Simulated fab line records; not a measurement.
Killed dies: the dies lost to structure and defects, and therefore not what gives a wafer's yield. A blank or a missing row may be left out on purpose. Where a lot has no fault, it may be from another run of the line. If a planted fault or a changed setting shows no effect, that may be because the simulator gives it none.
One fault through the eyes of 2 desks    flow gf180mcu    each desk holds nothing but its own numbers, with what lay behind them at the end

## AT THE METROLOGY DESK
What the gauges read for every lot (on any tool): the sampled wafers with a number, averaged. Any lot whose mean is over 4 standard deviations away from the usual mean is out of limits and marked OUT; that distance is given in the brackets.
Columns: A = V5_BOW at GF_V5_BOW_MEAS_05, usual 133 um
lot   first seen here  A
L681  day 26 09:29     136
L683  day 27 00:47     132
L684  day 27 10:35     133
L686  day 28 00:33     122
L690  day 29 04:22     135
L692  day 29 21:45     140
L697  day 31 09:57     123
L699  day 31 15:15     140
L700  day 32 04:10     129
L701  day 32 08:11     139
L702  day 32 11:18     135
L703  day 32 13:08     125
L704  day 32 23:26     145
This desk's finding: nothing out of limits on any of the 13 lots.

## DESK OF THE TOOL OWNER: pvdSputter-01
The tool's own readings at GF_TOP_METAL_SPUTTER_00 (material Ti, target thk 37.5 nm, time 150 s): means of the sampled wafers that have a number, for each lot that ran on this tool. Any lot whose mean is over 4 standard deviations away from the usual mean is out of limits and marked OUT; that distance is given in the brackets.
Columns: A = chamberPressurePa at GF_TOP_METAL_SPUTTER_00, usual 2.000 Pa; B = throttleValvePct at GF_TOP_METAL_SPUTTER_00, usual 30.1 %
lot   first seen here  A                 B
L683  day 27 22:35     2.003             29.2
L684  day 28 07:56     2.002             29.3
L692  day 30 18:05     1.973 (-6.9) OUT  29.4
L704  day 33 16:25     2.001             30.0
This desk's finding: out of limits on L692; first on L692, day 30 18:05 (chamberPressurePa at GF_TOP_METAL_SPUTTER_00). L683, L684, L704: within limits.

## ALL TOGETHER
On L692, at day 30 18:05, an alarm was possible from the tool owner's desk.
Nothing out of limits was seen by the metrology desk.
The metrology desk has L692 on record, within its limits.
On pvdSputter-01, each named lot ran GF_TOP_METAL_SPUTTER_00.

## WHAT THE SIMULATOR HAD PUT IN
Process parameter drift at GF_TOP_METAL_SPUTTER_00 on pvdSputter-01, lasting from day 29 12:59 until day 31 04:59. The setting chamberPressurePa was moved by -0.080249, starting from 2. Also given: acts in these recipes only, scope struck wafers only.
Struck lots among those shown: L692.
Delay in hours, fault start to first out-of-limits reading, by desk: the tool owner's desk at 29.
